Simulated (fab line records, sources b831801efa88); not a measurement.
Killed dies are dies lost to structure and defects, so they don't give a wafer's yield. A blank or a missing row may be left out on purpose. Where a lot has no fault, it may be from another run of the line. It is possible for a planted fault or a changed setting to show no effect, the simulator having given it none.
The tool behind it: which one? :: flow gf180mcu :: 14 lots, 41 wafers sampled, at 4 steps of a route of 602

## WHAT EACH GAUGE READ, for each wafer
GF_STI_THK_MEAS_24. Usual: for STI_CVD_23_THK the level is 649 nm and the standard deviation is 6.4.
lot: L396
measured: day 2 04:47
on: film metro-01
STI_CVD_23_THK (nm): 655 638 663
flag: 

lot: L398
measured: day 2 13:47
on: film metro-03
STI_CVD_23_THK (nm): 647 652 647
flag: 

lot: L400
measured: day 2 23:58
on: film metro-04
STI_CVD_23_THK (nm): 650 656 655
flag: 

lot: L401
measured: day 3 05:30
on: film metro-03
STI_CVD_23_THK (nm): 644 645 646
flag: 

lot: L402
measured: day 3 10:20
on: film metro-01
STI_CVD_23_THK (nm): 655 655 646
flag: 

lot: L403
measured: day 3 15:20
on: film metro-04
STI_CVD_23_THK (nm): 656 642 652
flag: 

lot: L406
measured: day 4 06:53
on: film metro-03
STI_CVD_23_THK (nm): 656 656 655
flag: 

lot: L407
measured: day 4 11:21
on: film metro-03
STI_CVD_23_THK (nm): 644 654 642
flag: 

lot: L408
measured: day 4 17:34
on: film metro-03
STI_CVD_23_THK (nm): 642 649 653
flag: 

lot: L409
measured: day 5 01:01
on: film metro-01
STI_CVD_23_THK (nm): 641 646 645
flag: 

lot: L410
measured: day 5 05:32
on: film metro-04
STI_CVD_23_THK (nm): 649 640 649
flag: 

lot: L414
measured: day 6 02:49
on: film metro-01
STI_CVD_23_THK (nm): 651 644 644
flag: 

lot: L418
measured: day 6 21:49
on: film metro-01
STI_CVD_23_THK (nm): 659 655
flag: 

lot: L419
measured: day 7 02:57
on: film metro-04
STI_CVD_23_THK (nm): 646 655 640
flag: 

GF_MVPSD_OVL_MEAS_07. Usual: for MVPSD_OVL the level is -1.3 nm and the standard deviation is 1.2.
lot: L396
measured: day 5 00:21
on: overlay-02
MVPSD_OVL (nm): -0.3 0.2 -1.8
flag: 

lot: L398
measured: day 5 11:56
on: overlay-02
MVPSD_OVL (nm): -1.9 -1.0 -2.5
flag: 

lot: L400
measured: day 5 23:35
on: overlay-01
MVPSD_OVL (nm): -2.1 -1.4 -2.2
flag: 

lot: L401
measured: day 6 06:38
on: overlay-01
MVPSD_OVL (nm): -3.0 -2.1 -2.1
flag: 

lot: L402
measured: day 6 12:09
on: overlay-01
MVPSD_OVL (nm): -3.1 -1.7 -3.1
flag: 

lot: L403
measured: day 6 18:23
on: overlay-01
MVPSD_OVL (nm): -0.8 -1.2 -2.1
flag: 

lot: L406
measured: day 7 12:35
on: overlay-02
MVPSD_OVL (nm): -0.5 -0.8 2.1
flag: 

lot: L407
measured: day 7 17:14
on: overlay-01
MVPSD_OVL (nm): -2.4 -3.6 -3.2
flag: 

lot: L408
measured: day 8 03:26
on: overlay-02
MVPSD_OVL (nm): -1.9 -2.2 -1.2
flag: 

lot: L409
measured: day 8 07:09
on: overlay-02
MVPSD_OVL (nm): -3.0 -1.1 -1.1
flag: 

lot: L410
measured: day 8 13:53
on: overlay-02
MVPSD_OVL (nm): 0.5 -1.0 -0.8
flag: 

lot: L414
measured: day 9 14:38
on: overlay-02
MVPSD_OVL (nm): -2.3 -1.5 -2.5
flag: 

lot: L418
measured: day 10 10:20
on: overlay-02
MVPSD_OVL (nm): -1.6 -1.7
flag: 

lot: L419
measured: day 10 13:36
on: overlay-01
MVPSD_OVL (nm): -1.1 -1.7 -2.3
flag: 

## TOOL THAT RAN EACH LOT (tool first, then ch and the chambers of the sampled wafers, then the start)
lot: L396
GF_NWELL_IMPLANT_09: implanter-01 ch 0, day 3 07:44
GF_MVSD_STRIP_10: plasma asher-04 ch 0,1, day 4 10:21

lot: L398
GF_NWELL_IMPLANT_09: implanter-01 ch 0, day 3 17:08
GF_MVSD_STRIP_10: plasma asher-04 ch 0,1, day 4 21:37

lot: L400
GF_NWELL_IMPLANT_09: implanter-01 ch 0, day 4 03:57
GF_MVSD_STRIP_10: plasma asher-01 ch 0,1, day 5 08:58

lot: L401
GF_NWELL_IMPLANT_09: implanter-03 ch 0, day 4 10:50
GF_MVSD_STRIP_10: plasma asher-04 ch 0,1, day 5 16:28

lot: L402
GF_NWELL_IMPLANT_09: implanter-03 ch 0, day 4 15:20
GF_MVSD_STRIP_10: plasma asher-03 ch 0,1, day 5 20:46

lot: L403
GF_NWELL_IMPLANT_09: implanter-01 ch 0, day 4 21:20
GF_MVSD_STRIP_10: plasma asher-04 ch 0,1, day 6 03:04

lot: L406
GF_NWELL_IMPLANT_09: implanter-01 ch 0, day 5 13:28
GF_MVSD_STRIP_10: plasma asher-01 ch 0,1, day 6 20:49

lot: L407
GF_NWELL_IMPLANT_09: implanter-01 ch 0, day 5 18:09
GF_MVSD_STRIP_10: plasma asher-04 ch 0,1, day 7 01:10

lot: L408
GF_NWELL_IMPLANT_09: implanter-01 ch 0, day 6 03:31
GF_MVSD_STRIP_10: plasma asher-04 ch 0,1, day 7 11:34

lot: L409
GF_NWELL_IMPLANT_09: implanter-01 ch 0, day 6 08:27
GF_MVSD_STRIP_10: plasma asher-04 ch 0,1, day 7 16:03

lot: L410
GF_NWELL_IMPLANT_09: implanter-01 ch 0, day 6 14:07
GF_MVSD_STRIP_10: plasma asher-03 ch 0,1, day 7 22:10

lot: L414
GF_NWELL_IMPLANT_09: implanter-03 ch 0, day 7 13:36
GF_MVSD_STRIP_10: plasma asher-01 ch 0,1, day 8 22:32

lot: L418
GF_NWELL_IMPLANT_09: implanter-04 ch 0, day 8 07:40
GF_MVSD_STRIP_10: plasma asher-03 ch 0,1, day 9 17:10

lot: L419
GF_NWELL_IMPLANT_09: implanter-03 ch 0, day 8 13:37
GF_MVSD_STRIP_10: plasma asher-03 ch 0,1, day 9 21:27
- GF_NWELL_IMPLANT_09
- GF_MVSD_STRIP_10: strips in O2/N2.

## WHAT THE TOOLS THEMSELVES READ (means of the sampled wafers that have a number; where no wafer has one, the mark that the record gives instead)
GF_NWELL_IMPLANT_09. Usual: 159.99 for beam energy keV, sd 0.046.
lot: L396
tool: implanter-01
beam energy keV: 160.03
flag: 

lot: L398
tool: implanter-01
beam energy keV: 160.04
flag: 

lot: L400
tool: implanter-01
beam energy keV: 160.02
flag: 

lot: L401
tool: implanter-03
beam energy keV: 160.02
flag: 

lot: L402
tool: implanter-03
beam energy keV: 160.02
flag: 

lot: L403
tool: implanter-01
beam energy keV: 159.97
flag: 

lot: L406
tool: implanter-01
beam energy keV: 160.03
flag: 

lot: L407
tool: implanter-01
beam energy keV: 159.97
flag: 

lot: L408
tool: implanter-01
beam energy keV: 160.02
flag: 

lot: L409
tool: implanter-01
beam energy keV: 145.51
flag: OFF

lot: L410
tool: implanter-01
beam energy keV: 145.53
flag: OFF

lot: L414
tool: implanter-03
beam energy keV: 159.99
flag: 

lot: L418
tool: implanter-04
beam energy keV: 160.03
flag: 

lot: L419
tool: implanter-03
beam energy keV: 160.00
flag: 

GF_MVSD_STRIP_10. Usual: drypump motor current A 5.7 A, standard deviation 0.33; heater power w 355 W, standard deviation 36; oes product au 0.723 a.u., standard deviation 0.0044; strip time to endpoint s 36.93 s, standard deviation 0.097.
lot: L396
tool: plasma asher-04
drypump motor current A (A): 5.6
heater power w (W): 347
oes product au (a.u.): 0.718
strip time to endpoint s (s): 36.99
flag: 

lot: L398
tool: plasma asher-04
drypump motor current A (A): 5.6
heater power w (W): 342
oes product au (a.u.): 0.722
strip time to endpoint s (s): 36.91
flag: 

lot: L400
tool: plasma asher-01
drypump motor current A (A): 5.5
heater power w (W): 344
oes product au (a.u.): 0.725
strip time to endpoint s (s): 36.94
flag: 

lot: L401
tool: plasma asher-04
drypump motor current A (A): 5.6
heater power w (W): 352
oes product au (a.u.): 0.723
strip time to endpoint s (s): 37.01
flag: 

lot: L402
tool: plasma asher-03
drypump motor current A (A): 6.1
heater power w (W): 390
oes product au (a.u.): 0.720
strip time to endpoint s (s): 36.95
flag: 

lot: L403
tool: plasma asher-04
drypump motor current A (A): 5.6
heater power w (W): 347
oes product au (a.u.): 0.725
strip time to endpoint s (s): 36.85
flag: 

lot: L406
tool: plasma asher-01
drypump motor current A (A): 5.5
heater power w (W): 340
oes product au (a.u.): 0.727
strip time to endpoint s (s): 36.90
flag: 

lot: L407
tool: plasma asher-04
drypump motor current A (A): 5.5
heater power w (W): 322
oes product au (a.u.): 0.724
strip time to endpoint s (s): 36.91
flag: 

lot: L408
tool: plasma asher-04
drypump motor current A (A): 5.5
heater power w (W): 321
oes product au (a.u.): 0.722
strip time to endpoint s (s): 36.89
flag: 

lot: L409
tool: plasma asher-04
drypump motor current A (A): 5.5
heater power w (W): 321
oes product au (a.u.): 0.718
strip time to endpoint s (s): 36.81
flag: 

lot: L410
tool: plasma asher-03
drypump motor current A (A): 6.2
heater power w (W): 384
oes product au (a.u.): 0.722
strip time to endpoint s (s): 37.07
flag: 

lot: L414
tool: plasma asher-01
drypump motor current A (A): 5.7
heater power w (W): 357
oes product au (a.u.): 0.721
strip time to endpoint s (s): 36.79
flag: 

lot: L418
tool: plasma asher-03
drypump motor current A (A): 6.0
heater power w (W): 380
oes product au (a.u.): 0.718
strip time to endpoint s (s): 37.00
flag: 

lot: L419
tool: plasma asher-03
drypump motor current A (A): 6.1
heater power w (W): 387
oes product au (a.u.): 0.724
strip time to endpoint s (s): 36.90
flag: 

## THE ANSWER, worked out from the rows above alone
Rule: a lot counts as off when the mean over its wafers that have a number is more than 3 standard deviations away from the usual mean. A lot without any number at a reading at which 4 lots or more have one is off too. The other lots that the step has rows for count as sound. After the gauges, taken in route order, come the tools' own readings; for these a lot's mean is taken, as printed above. The first step at which some lot is off is used, and at that step the reading that is off furthest; a lot without a number counts as furthest.
Off at GF_NWELL_IMPLANT_09 (beam energy keV): L409, L410.
A tool fits if, at that step or a process step before it, it ran every lot that is off, and no sound lot after the first of them. One fits: implanter-01 at GF_NWELL_IMPLANT_09. Its last sound lot is L408 (day 6 03:31), its first lot that is off L409 (day 6 08:27): a fault that began between those two fits.
On the lots that are off, the tool's own readings at GF_NWELL_IMPLANT_09 differ by more than 5 times the standard deviation of the sound lots' means, which bears it out; beam energy keV reads 145.52 there versus 160.01 on the sound lots.

## WHAT THE SIMULATOR PUT IN
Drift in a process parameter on implanter-01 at GF_NWELL_IMPLANT_09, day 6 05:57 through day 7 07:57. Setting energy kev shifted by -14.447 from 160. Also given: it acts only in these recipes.
Struck lots among those shown: L409, L410. The rule above found the same.
